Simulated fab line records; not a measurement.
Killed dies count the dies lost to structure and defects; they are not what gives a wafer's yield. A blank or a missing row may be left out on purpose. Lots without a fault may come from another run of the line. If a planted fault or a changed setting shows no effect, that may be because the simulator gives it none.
Matching of chambers || flow sky130 || SKY_CONTACT_ETCH_17 on rie_diel-04 has 4 sister chambers
The step etches SiO2 in C4F8/O2/Ar, stops on Si3N4, target depth 340 nm. 4 wafers are shown with their chamber, then 12 later ones without.

WAFERS WITH THEIR CHAMBER
{"wafer": "L089.1", "chamber": 3, "oes_product_au (a.u.)": 0.889}
{"wafer": "L091.1", "chamber": 1, "oes_product_au (a.u.)": 0.885}
{"wafer": "L091.2", "chamber": 0, "oes_product_au (a.u.)": 0.894}
{"wafer": "L091.3", "chamber": 2, "oes_product_au (a.u.)": 0.890}

WAFERS WHOSE CHAMBER IS MISSING
{"wafer": "L091.4", "oes_product_au (a.u.)": 0.891}
{"wafer": "L091.5", "oes_product_au (a.u.)": 0.891}
{"wafer": "L091.6", "oes_product_au (a.u.)": 0.892}
{"wafer": "L092.1", "oes_product_au (a.u.)": 0.892}
{"wafer": "L092.2", "oes_product_au (a.u.)": 0.891}
{"wafer": "L092.3", "oes_product_au (a.u.)": 0.883}
{"wafer": "L092.4", "oes_product_au (a.u.)": 0.897}
{"wafer": "L092.5", "oes_product_au (a.u.)": 0.885}
{"wafer": "L092.6", "oes_product_au (a.u.)": 0.891}
{"wafer": "L097.2", "oes_product_au (a.u.)": 0.893}
{"wafer": "L097.3", "oes_product_au (a.u.)": 0.893}
{"wafer": "L097.6", "oes_product_au (a.u.)": 0.888}

THE CHAMBER EACH PASSED THROUGH
{"wafer": "L091.4", "from the rows above": "can't be placed: 2 or 3 or 0", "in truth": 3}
{"wafer": "L091.5", "from the rows above": "can't be placed: 2 or 3 or 0", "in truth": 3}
{"wafer": "L091.6", "from the rows above": "can't be placed: 0 or 2 or 3", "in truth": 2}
{"wafer": "L092.1", "from the rows above": "can't be placed: 0 or 2 or 3", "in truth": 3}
{"wafer": "L092.2", "from the rows above": "can't be placed: 2 or 3 or 0", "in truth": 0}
{"wafer": "L092.3", "from the rows above": 1, "in truth": 1}
{"wafer": "L092.4", "from the rows above": 0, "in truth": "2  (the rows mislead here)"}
{"wafer": "L092.5", "from the rows above": 1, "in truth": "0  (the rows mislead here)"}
{"wafer": "L092.6", "from the rows above": "can't be placed: 2 or 3 or 0", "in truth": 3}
{"wafer": "L097.2", "from the rows above": "can't be placed: 0 or 2 or 3", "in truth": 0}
{"wafer": "L097.3", "from the rows above": "can't be placed: 0 or 2 or 3", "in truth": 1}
{"wafer": "L097.6", "from the rows above": "can't be placed: 3 or 2 or 1", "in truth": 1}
Placed correctly: 1 of 12. These rows do not allow placing 9 (true chamber among the candidates in 8). 2 placed wrongly.
How it was worked out, from the rows above alone: a wafer's distance from a chamber is the root of the sum, over the readings, of the square of ((its reading less the chamber's mean) divided by the reading's scatter). If the next closest chamber is less than 2 further off than the closest, the wafer can't be placed; otherwise it belongs to the closest. For every chamber, the mean is computed from those of its wafers that are shown. The scatter: with one shown wafer a chamber, the root of the mean of the squares of how far each hidden wafer lies from its nearest shown one.
